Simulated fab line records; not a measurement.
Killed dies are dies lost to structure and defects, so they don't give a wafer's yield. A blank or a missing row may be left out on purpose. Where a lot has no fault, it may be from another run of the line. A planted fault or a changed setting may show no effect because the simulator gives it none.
8D (eight disciplines) problem report, filled in by code | flow gf180mcu | the parts of the form that need people (team, actions taken, sign-off) are left out

1. WHAT WENT WRONG
CONTACT_W_RS at GF_CONTACT_RS_MEAS_25 reads a mean of 0.276 ohm/sq on 6 wafers of 2 lots; wafers without a fault read 0.383 ohm/sq with a standard deviation of 0.0047. Relative to the usual mean, that is a shift of -23 standard deviations.
The step: measures by four-point-probe.
Seen first at day 21 01:43 on film metro-04, wafer L705.1. The record holds 33 wafers of 11 lots with a number at this step. The rule behind "out" and "out of limits": a value lying over 4 standard deviations away from the usual mean. All remaining wafers that have a number are taken as sound.

2. WHAT THIS IS AND IS NOT
question                    | is                           | is not
which readings at this step | CONTACT_W_RS                 | -
which lots                  | L705, L707                   | L694, L695, L697, L698, L701, L713, L714, L715, L716
which wafers of those lots  | all that have a number       | -
read on which gauges        | film metro-02, film metro-04 | film metro-01
when                        | from day 21 01:43            | up to then (15 sound wafers); but 12 sound wafers of L713, L714, L715, L716 came after

3. WHAT RULES OUT EACH SUSPECT
Counting: a tool at any process step up to the reading remains a suspect when it ran all the lots that are out and ran no sound lot after the first of those.
- the gauge at GF_CONTACT_RS_MEAS_25: ruled out. The wafers that are out were read on 2 gauges (film metro-02, film metro-04).
- rie diel-04 at GF_CONTACT_ETCH_17 (etches SiO2 in C4F8/O2/Ar, stops on CoSi2, target depth 860 nm): ruled out as a lasting fault. The sound lots L716 went through it after L705, its earliest lot that is out (day 21 01:37). With no start given for some of its lots, GF_CONTACT_ETCH_17 uses the hours and lot order of GF_CONTACT_CVD_24.
- cvd w-01 at GF_CONTACT_CVD_24 (deposits W, target thk 300 nm, time 90.339 s): kept. Every lot that is out went through it, starting with L705 (day 21 01:37), and after that it ran no sound lot; the last sound lot it ran before then is L698 (day 18 04:49). Its own susceptor temp C readings are out on those wafers.
The count leaves cvd w-01 at GF_CONTACT_CVD_24.

4. THE CAUSE (what the simulator had put in)
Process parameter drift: cvd w-01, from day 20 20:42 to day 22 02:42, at GF_CONTACT_CVD_24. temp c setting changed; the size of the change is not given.
After counting, this tool was the only one left.

5. THE CHAIN OF EFFECTS, in route order
One row per reading whose mean, taken over the struck wafers that have a number, lies over 3 standard deviations from the usual. Only readings for which the record gives a usual standard deviation are gone through. hours: the time from each lot's start at the first step in this table that gives one to its start at this step, as a median over the lots. sigmas: the change in usual standard deviations.
hours | step                   | reading            | usual        | on struck wafers | change | sigmas
0     | GF_CONTACT_CVD_24      | susceptor temp C   | 399.98 C     | 418.38           | +18.40 | +88
0     | GF_CONTACT_RS_MEAS_25  | CONTACT_W_RS       | 0.383 ohm/sq | 0.276            | -0.107 | -23
0     | GF_CONTACT_THK_MEAS_26 | CONTACT_W_THK      | 306 nm       | 420              | +114   | +20
0     | GF_CONTACT_CMP_27      | time to endpoint s | 73 s         | 98               | +24    | +7.2
Its process steps:
- GF_CONTACT_CVD_24: deposits W, target thk 300 nm, time 90.339 s.
- GF_CONTACT_CMP_27: polishes, stops on SiO2, t overpolish 15.91 s, target thk 0 nm.

6. HOW IT WOULD HAVE BEEN CAUGHT EARLIER
5 hours passed between the start of the fault at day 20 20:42 and the first reading out of limits at a measuring or inspecting step in this record, taken at day 21 01:43.
The tool's own readings at GF_CONTACT_CVD_24 were out on every struck wafer that the step has a row for (susceptor temp C): an alarm limit on them would have fired on the first of those.
Of the lots that are out (2), L707 began GF_CONTACT_CVD_24 on cvd w-01 after day 21 01:43. A hold on the tool at that time would have spared it.
